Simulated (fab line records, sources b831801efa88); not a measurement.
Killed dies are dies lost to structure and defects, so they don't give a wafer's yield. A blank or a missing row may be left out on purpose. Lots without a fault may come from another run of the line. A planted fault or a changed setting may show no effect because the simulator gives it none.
One fault seen from 2 desks | flow gf180mcu | each desk has only its own numbers; what lay behind them comes last

THE METROLOGY DESK
What the gauges read, lot by lot, whatever tool the lot ran on: means of the sampled wafers that have a number. A lot is out of limits, marked OUT, if its mean lies more than 4 standard deviations from the usual mean; the brackets give that distance.
Columns: A = CONTACT_CVD_00_THK at GF_CONTACT_THK_MEAS_01, usual 300 nm
lot  | first seen here | A
L824 | day 16 11:34    | 297
L825 | day 16 16:51    | 301
L827 | day 17 15:31    | 306
L828 | day 17 19:35    | 295
L829 | day 18 08:07    | 296
L830 | day 18 14:25    | 296
L832 | day 19 10:10    | 300
L834 | day 20 02:58    | 256 (-11) OUT
L836 | day 20 16:11    | 256 (-11) OUT
L838 | day 21 10:44    | 299
L842 | day 23 00:19    | 305
L843 | day 23 02:40    | 300
L844 | day 23 07:46    | 301
This desk's finding: out of limits on L834, L836; first on L834, day 20 02:58 (CONTACT_CVD_00_THK at GF_CONTACT_THK_MEAS_01). In limits: L824, L825, L827, L828, L829, L830, L832, L838, L842, L843, L844.

THE TOOL OWNER'S DESK: hdpcvd-02
The tool's own readings at GF_CONTACT_CVD_00 (deposits SiO2, target thk 300 nm, time 50 s): means of the sampled wafers that have a number, for each lot that ran on this tool. A lot is out of limits, marked OUT, if its mean lies more than 4 standard deviations from the usual mean; the brackets give that distance.
Columns: A = pressure_mtorr at GF_CONTACT_CVD_00, usual 6.000 mTorr; B = sih4_flow_sccm at GF_CONTACT_CVD_00, usual 60.02 sccm
lot  | first seen here | A     | B
L827 | day 17 15:28    | 5.986 | 60.07
L832 | day 19 10:07    | 5.998 | 59.98
L834 | day 20 02:55    | 6.012 | 50.03 (-53) OUT
L836 | day 20 16:08    | 6.013 | 49.94 (-53) OUT
L842 | day 23 00:16    | 6.015 | 59.89
L843 | day 23 02:36    | 6.000 | 60.22
L844 | day 23 07:42    | 6.013 | 60.01
This desk's finding: out of limits on L834, L836; first on L834, day 20 02:55 (sih4_flow_sccm at GF_CONTACT_CVD_00). In limits: L827, L832, L842, L843, L844.

PUT TOGETHER
The tool owner's desk could have raised an alarm at day 20 02:55, on L834, L836.
The metrology desk could have raised an alarm at day 20 02:58, on L834, L836.
Of the lots named, all ran GF_CONTACT_CVD_00 on hdpcvd-02.

WHAT THE SIMULATOR HAD PUT IN
Process parameter drift: hdpcvd-02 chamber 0, from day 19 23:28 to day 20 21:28, at GF_CONTACT_CVD_00. Setting sih4_flow_sccm, moved by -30, from 60. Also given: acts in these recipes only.
Lots struck among those shown: L834, L836.
Hours from the fault's start to each desk's first reading out of limits: the tool owner's desk, 3; the metrology desk, 4.
